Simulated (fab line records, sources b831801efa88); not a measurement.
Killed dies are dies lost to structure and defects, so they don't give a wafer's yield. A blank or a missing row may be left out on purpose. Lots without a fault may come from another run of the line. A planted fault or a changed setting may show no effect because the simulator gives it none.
fab line records | flow sky130
record lots=11 wafers=33 last_day=50
route steps=708 shown METAL1@434 VIA1@461 METAL2@486
lots that met no fault: from a run of the same line without faults
start_h: hours from the record's first day to the start of the lot's first wafer shown | wait_h: hours since the lot's step before | " the same as in the row above | L1.1+2: a row that stands for several wafers | - no value, or no start given | * or withheld: withheld | < > ~ a bound
route shown NAME@n: a module of which the file shows steps, and the number in the route of the first | usual: mean/standard deviation of fault-free wafers | same: alike in all rows | chamber/n: place in a boat | sites: the reading at each site | _std_site: their standard deviation | _edge_site: outer sites' mean less inner sites' | radius_mm: how far each site lies from the wafer's centre | mask NAME#n: copy n | behind: the tool/chamber that last shaped the wafer | hold: why the lot was held/for how many hours/how that ended | device: the transistor (n, p or np) that didn't switch | end of line: the same wafers' tests at the end of the route | a step without rows: its recipe alone | killed: dies lost to structure and defects at the first sort, not the wafer's yield | map: a wafer's dies, x killed, . not, _ none there
set.NAME: the setting as run; set.NAME@STEP: as run at that earlier step | model.NAME: the simulator's own value behind a step, which no gauge read
steps of the route over a sample of lots; a table a step, a row a wafer
services: from which hour (start_h, from the record's first day; less than 0 if before it) a tool's chamber was out of use, for how many hours, and why
## steps
# step SKY_METAL1_SPUTTER_00
# recipe material=Ti target_thk_nm=15 power_w=3000 time_s=10 chamber_pressure_pa=0.4
# usual cathode_dc_power_W=3000.1/0.54 throttle_valve_pct=30.3/0.52
# columns lot.wafer tool chamber start_h wait_h cathode_dc_power_W throttle_valve_pct
L317.1 pvd_sputter-03 - 732.46 0.2 3000.6 30.0
L317.4 " - " " 2999.2 30.7
L317.6 " - " " 3001.1 30.1
L320.3 pvd_sputter-04 - 768.22 0.2 3000.7 29.2
L320.4 " - " " 3000.2 31.1
L320.5 " - " " 3000.2 30.4
L321.3 pvd_sputter-04 - 775.07 0.1 3000.2 31.5
L321.5 " - " " 3000.5 29.3
L321.6 " - " " 2999.6 31.2
L322.1 pvd_sputter-04 - 784.17 0.2 3001.5 30.5
L322.2 " - " " 3000.2 30.0
L322.3 " - " " 3000.0 31.4
L323.3 pvd_sputter-03 - 786.85 0.2 2999.9 29.9
L323.5 " - " " 2999.4 30.1
L323.6 " - " " 2999.5 30.5
L327.2 pvd_sputter-03 - 823.93 0.2 3000.4 29.6
L327.3 " - " " 3000.3 29.8
L327.4 " - " " 3000.5 30.7
L333.1 pvd_sputter-03 - 856.42 0.2 3000.5 30.9
L333.2 " - " " 3001.2 29.5
L333.3 " - " " 2999.8 30.1
L334.2 pvd_sputter-04 - 868.45 0.2 3000.1 29.2
L334.3 " - " " 3000.7 30.0
L334.5 " - " " 3000.5 30.2
L335.3 pvd_sputter-04 - 881.91 0.2 3001.4 31.1
L335.5 " - " " 3000.3 30.5
L335.6 " - " " 2999.9 30.0
L337.2 pvd_sputter-02 - 893.64 0.2 3000.3 30.4
L337.3 " - " " 2999.6 29.8
L337.4 " - " " 3000.3 30.2
L339.1 pvd_sputter-04 - 898.53 0.2 3000.1 31.6
L339.3 " - " " 3000.7 29.4
L339.5 " - " " 3000.4 31.4
# step SKY_VIA1_BOW_MEAS_03
# recipe mode=bow
# usual VIA1_BOW=81/7.6
# columns lot.wafer tool chamber start_h wait_h VIA1_BOW[um]
L317.1 film_metro-02 - 761.44 0.2 72
L317.4 " - " " 81
L317.6 " - " " 88
L320.3 film_metro-03 - 796.82 0.2 76
L320.4 " - " " 79
L320.5 " - " " 84
L321.3 film_metro-04 - 802.31 0.2 79
L321.5 " - " " 60
L321.6 " - " " 81
L322.1 film_metro-04 - 812.43 0.1 80
L322.2 " - " " 89
L322.3 " - " " 81
L323.3 film_metro-04 - 814.87 0.2 88
L323.5 " - " " 74
L323.6 " - " " 81
L327.2 film_metro-03 - 851.64 0.1 78
L327.3 " - " " 85
L327.4 " - " " 97
L333.1 film_metro-03 - 883.76 0.2 90
L333.2 " - " " 101
L333.3 " - " " 83
L334.2 film_metro-02 - 895.93 0.1 86
L334.3 " - " " 70
L334.5 " - " " 71
L335.3 film_metro-03 - 909.67 0.2 79
L335.5 " - " " 71
L335.6 " - " " 86
L337.2 film_metro-02 - 919.88 0.1 80
L337.3 " - " " 82
L337.4 " - " " 75
L339.1 film_metro-02 - 925.76 0.1 67
L339.3 " - " " 90
L339.5 " - " " 84
# step SKY_VIA1_CVD_21
# recipe material=W target_thk_nm=270 time_s=80.902 temp_c=400 pressure_torr=40
# usual heater_power_outer_w=451/50 heater_power_w=754/63
# columns lot.wafer tool chamber start_h wait_h heater_power_outer_w heater_power_w since_wet_clean_h
L317.1 cvd_w-01 0 788.13 0.0 476 803 884
L317.4 " 0 " " 456 839 -
L317.6 " 0 " " 470 833 -
L320.3 cvd_w-02 0 824.47 0.1 390 699 -
L320.4 " 1 " " 537 823 -
L320.5 " 0 " " 389 693 -
L321.3 cvd_w-01 0 829.73 0.1 469 827 -
L321.5 " 1 " " 429 710 -
L321.6 " 0 " " 467 824 -
L322.1 cvd_w-02 1 840.39 0.0 540 795 436
L322.2 " 0 " " 391 676 436
L322.3 " 0 " " 395 682 -
L323.3 cvd_w-01 1 842.14 0.1 423 721 -
L323.5 " 1 " " 411 725 -
L323.6 " 0 " " 471 812 -
L327.2 cvd_w-02 0 878.84 0.0 381 680 475
L327.3 " 1 " " 529 790 -
L327.4 " 0 " " 393 674 -
L333.1 cvd_w-02 1 909.88 0.0 526 800 506
L333.2 " 0 " " 389 690 506
L333.3 " 0 " " 386 683 -
L334.2 cvd_w-01 1 921.47 0.1 408 685 -
L334.3 " 1 " " 405 671 -
L334.5 " 1 " " 413 703 -
L335.3 cvd_w-01 0 935.06 0.1 472 845 -
L335.5 " 0 " " 486 851 -
L335.6 " 1 " " 410 688 -
L337.2 cvd_w-01 1 945.35 0.0 416 685 27
L337.3 " 1 " " 412 691 -
L337.4 " 0 " " 486 828 -
L339.1 cvd_w-01 0 951.84 0.0 497 856 34
L339.3 " 0 " " 495 861 -
L339.5 " 1 " " 402 686 -
# step SKY_VIA1_RS_MEAS_22
# recipe thk_meas_gauge=four-point-probe reads=W_of_VIA1_CVD_21+TiN_of_VIA1_SPUTTER_20
# usual VIA1_W_RS=0.430/0.0049
# columns lot.wafer tool chamber start_h wait_h VIA1_W_RS[ohm/sq]
L317.1 film_metro-04 - 788.22 0.1 0.427
L317.4 " - " " 0.423
L317.6 " - " " 0.425
L320.3 film_metro-02 - 824.57 0.1 0.432
L320.4 " - " " 0.428
L320.5 " - " " 0.427
L321.3 film_metro-02 - 829.83 0.1 0.426
L321.5 " - " " 0.429
L321.6 " - " " 0.425
L322.1 film_metro-02 - 840.48 0.1 0.430
L322.2 " - " " 0.427
L322.3 " - " " 0.433
L323.3 film_metro-02 - 842.24 0.1 0.429
L323.5 " - " " 0.431
L323.6 " - " " 0.423
L327.2 film_metro-03 - 878.95 0.1 0.429
L327.3 " - " " 0.483
L327.4 " - " " 0.424
L333.1 film_metro-02 - 909.97 0.1 0.477
L333.2 " - " " 0.423
L333.3 " - " " 0.475
L334.2 film_metro-02 - 921.64 0.1 0.432
L334.3 " - " " 0.436
L334.5 " - " " 0.438
L335.3 film_metro-03 - 935.16 0.1 0.430
L335.5 " - " " 0.430
L335.6 " - " " 0.430
L337.2 film_metro-04 - 945.46 0.1 0.436
L337.3 " - " " 0.438
L337.4 " - " " 0.431
L339.1 film_metro-03 - 951.93 0.1 0.426
L339.3 " - " " 0.428
L339.5 " - " " 0.429
# step SKY_VIA1_THK_MEAS_23
# recipe thk_meas_gauge=xrf reads=W_of_VIA1_CVD_21
# usual VIA1_W_THK=267/3.5
# columns lot.wafer tool chamber start_h wait_h VIA1_W_THK[nm]
L317.1 film_metro-04 - 788.34 0.1 270
L317.4 " - " " 273
L317.6 " - " " 272
L320.3 film_metro-02 - 824.67 0.1 267
L320.4 " - " " 267
L320.5 " - " " 268
L321.3 film_metro-02 - 829.93 0.1 270
L321.5 " - " " 268
L321.6 " - " " 270
L322.1 film_metro-02 - 840.60 0.1 267
L322.2 " - " " 268
L322.3 " - " " 267
L323.3 film_metro-02 - 842.34 0.1 268
L323.5 " - " " 266
L323.6 " - " " 271
L327.2 film_metro-03 - 879.06 0.1 272
L327.3 " - " " 240
L327.4 " - " " 274
L333.1 film_metro-02 - 910.09 0.1 240
L333.2 " - " " 270
L333.3 " - " " 240
L334.2 film_metro-02 - 921.75 0.1 264
L334.3 " - " " 263
L334.5 " - " " 262
L335.3 film_metro-03 - 935.26 0.1 269
L335.5 " - " " 274
L335.6 " - " " 270
L337.2 film_metro-04 - 945.57 0.1 262
L337.3 " - " " 261
L337.4 " - " " 264
L339.1 film_metro-03 - 952.05 0.1 272
L339.3 " - " " 269
L339.5 " - " " 269
# step SKY_METAL2_SPUTTER_03
# recipe material=Ti target_thk_nm=5 power_w=3000 time_s=3.3 chamber_pressure_pa=0.4
# usual cathode_dc_power_W=3000.0/0.61 throttle_valve_pct=30.3/0.54
# columns lot.wafer tool chamber start_h wait_h cathode_dc_power_W throttle_valve_pct
L317.1 pvd_sputter-03 - 788.77 0.0 3000.1 30.7
L317.4 " - " " 2999.5 29.9
L317.6 " - " " 3000.5 29.6
L320.3 pvd_sputter-02 - 825.08 0.0 3000.0 30.2
L320.4 " - " " 2999.3 29.9
L320.5 " - " " 2999.5 30.7
L321.3 pvd_sputter-02 - 830.34 0.0 3000.1 30.0
L321.5 " - " " 3000.8 29.7
L321.6 " - " " 3000.2 29.9
L322.1 pvd_sputter-02 - 841.03 0.0 3000.5 30.3
L322.2 " - " " 2999.2 30.1
L322.3 " - " " 3000.0 29.6
L323.3 pvd_sputter-02 - 842.75 0.0 3000.4 30.1
L323.5 " - " " 2999.5 30.0
L323.6 " - " " 3000.3 30.0
L327.2 pvd_sputter-03 - 879.48 0.0 2999.6 29.9
L327.3 " - " " 3000.8 30.5
L327.4 " - " " 2999.2 30.1
L333.1 pvd_sputter-03 - 910.53 0.0 2999.4 30.8
L333.2 " - " " 2999.1 29.9
L333.3 " - " " 2999.3 30.5
L334.2 pvd_sputter-03 - 922.18 0.0 3000.1 29.9
L334.3 " - " " 3000.3 30.8
L334.5 " - " " 3000.4 30.6
L335.3 pvd_sputter-01 - 935.67 0.0 3000.1 30.2
L335.5 " - " " 2999.9 30.2
L335.6 " - " " 3000.1 29.8
L337.2 pvd_sputter-01 - 945.99 0.0 3000.3 30.0
L337.3 " - " " 2999.6 29.8
L337.4 " - " " 3000.6 31.4
L339.1 pvd_sputter-02 - 952.48 0.0 2999.1 30.5
L339.3 " - " " 2999.3 30.5
L339.5 " - " " 3001.1 30.1
## services
# columns tool chamber start_h hours kind
cvd_w-01 - 717.89 6.9 pm
pvd_sputter-02 - 785.23 1.8 repair
pvd_sputter-02 - 789.15 0.9 repair
pvd_sputter-01 - 791.25 1.6 repair
pvd_sputter-02 - 798.55 1.5 repair
pvd_sputter-02 - 838.69 1.8 repair
pvd_sputter-03 - 859.13 2.7 repair
cvd_w-01 - 861.03 1.5 repair
cvd_w-01 - 904.00 14.0 pm
cvd_w-01 0 904.00 23.7 vent_cycle
cvd_w-01 1 904.00 14.0 vent_cycle
pvd_sputter-03 - 907.87 2.3 repair
cvd_w-02 0 910.81 16.9 repair
cvd_w-01 0 915.13 12.6 repair
cvd_w-01 0 918.00 - clean
cvd_w-01 1 918.00 - clean
pvd_sputter-04 - 920.08 2.5 repair
## key
first_sign step=SKY_VIA1_RS_MEAS_22 reading=VIA1_W_RS direction=up sigmas=9.8 usual=0.430 struck=0.478
effect step=SKY_VIA1_THK_MEAS_23 reading=VIA1_W_THK direction=down sigmas=7.6 usual=267 struck=240
met_at SKY_VIA1_CVD_21
struck_lots L327,L333
struck_wafers L327.3,L333.1,L333.3
not_acting_at SKY_METAL1_SPUTTER_00,SKY_VIA1_BOW_MEAS_03,SKY_METAL2_SPUTTER_03
onset_between 840.39 878.84
fault kind=process_parameter_drift tool=cvd_w-02 chamber=- onset_h=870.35 steps=SKY_VIA1_CVD_21 channel=target_thk_nm offset=-27.693 shape=step end_h=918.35 scope=struck_wafers_only acts_in=these_recipes_only stated=270
